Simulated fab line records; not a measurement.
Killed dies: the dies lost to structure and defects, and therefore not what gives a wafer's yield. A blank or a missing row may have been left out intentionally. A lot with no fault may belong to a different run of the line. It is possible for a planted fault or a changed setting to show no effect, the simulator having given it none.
8D (eight disciplines) problem report, filled in by code || flow sky130 || the parts of the form that need people (team, actions taken, sign-off) are left out

## 1. WHAT WENT WRONG
SD_N_TW at SKY_SD_N_TW_MEAS_12 reads a mean of 3703 on 6 wafers of 2 lots; wafers without a fault read 3985 with a standard deviation of 50. Relative to the usual mean, that is a shift of -5.6 standard deviations.
First observed at day 32 14:23: wafer L375.4, on film_metro-02. The record has a number at this step for 30 wafers belonging to 10 lots. The rule behind "out" and "out of limits": a value lying over 4 standard deviations away from the usual mean. The other wafers with a number count as sound.

## 2. WHAT IT IS AND WHAT IT IS NOT
{"question": "which readings at this step", "is": "SD_N_TW", "is not": "-"}
{"question": "which lots", "is": "L375, L378", "is not": "L364, L365, L369, L370, L371, L383, L384, L385"}
{"question": "which wafers of those lots", "is": "all that have a number", "is not": "-"}
{"question": "read on which gauges", "is": "film_metro-02, film_metro-03", "is not": "film_metro-04"}
{"question": "when", "is": "from day 32 14:23", "is not": "up to then (15 sound wafers); but 9 sound wafers of L383, L384, L385 came after"}

## 3. SUSPECTS, AND WHAT RULES EACH OUT
Counting: a tool at a process step up to the reading stays a suspect if it ran every lot that is out and no sound lot after the first of them.
- ruled out: the gauge at SKY_SD_N_TW_MEAS_12. 2 gauges (film_metro-02, film_metro-03) read the wafers that are out.
- rie_diel-03 at SKY_POLY_CUT_ETCH_11 (etches Si3N4 in CF4/CH2F2/Ar, stops on poly-Si, time 42.5 s, target depth 60 nm): ruled out as a lasting fault. The sound lots L385 went through it after L375, its earliest lot that is out (day 29 01:45).
- implanter-03 at SKY_SD_N_IMPLANT_09: kept. Every lot that is out went through it, starting with L375 (day 32 14:02), and after that it ran no sound lot; the last sound lot it ran before then is L371 (day 30 19:25). On those wafers its own readings are out: beam_energy_keV.
Remaining after the count: implanter-03 at SKY_SD_N_IMPLANT_09.

## 4. THE CAUSE (what the simulator had put in)
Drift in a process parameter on implanter-03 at SKY_SD_N_IMPLANT_09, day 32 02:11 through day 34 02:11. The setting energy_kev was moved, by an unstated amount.
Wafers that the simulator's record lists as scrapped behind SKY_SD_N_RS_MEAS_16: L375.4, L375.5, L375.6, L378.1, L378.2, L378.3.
This tool alone remained once counting was done.

## 5. THE CHAIN OF EFFECTS, in route order
Rows list readings where the struck wafers' mean (over those with a number) sits beyond 3 standard deviations from the usual. Scope: only readings with a usual standard deviation given in the record; hours: median across lots of the time from each lot's start at the first step in this table that gives one to its start at this step; sigmas: change in usual standard deviations.
{"hours": 0, "step": "SKY_SD_N_IMPLANT_09", "reading": "beam_energy_keV", "usual": 50.001, "on struck wafers": 37.546, "change": -12.455, "sigmas": "-99 or more"}
{"hours": 0, "step": "SKY_SD_N_STRIP_11", "reading": "oes_product_au", "usual": "0.528 a.u.", "on struck wafers": 0.552, "change": "+0.024", "sigmas": "+5.1"}
{"hours": 0, "step": "SKY_SD_N_STRIP_11", "reading": "strip_time_to_endpoint_s", "usual": "22.57 s", "on struck wafers": 20.69, "change": -1.88, "sigmas": -52}
{"hours": 0, "step": "SKY_SD_N_TW_MEAS_12", "reading": "SD_N_TW", "usual": 3985, "on struck wafers": 3703, "change": -282, "sigmas": -5.6}
{"hours": 3, "step": "SKY_SD_N_RS_MEAS_16", "reading": "SD_N_RS", "usual": "68.54 ohm/sq", "on struck wafers": 78.39, "change": "+9.85", "sigmas": "+76"}
Its process steps:
- SKY_SD_N_IMPLANT_09
- SKY_SD_N_STRIP_11: strips in O2/N2.

## 6. HOW IT WOULD HAVE BEEN CAUGHT EARLIER
In this record the first reading out of limits at a measuring or inspecting step was taken at day 32 14:23, 12 hours after the fault began at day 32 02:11.
At SKY_SD_N_IMPLANT_09, the tool's own readings (beam_energy_keV) were out on each struck wafer the step has a row for, so an alarm limit on them would have fired on the first such wafer.
Among the 2 lots that are out, L378 began SKY_SD_N_IMPLANT_09 on implanter-03 after day 32 14:23. It would have been spared by a hold on the tool at that moment.
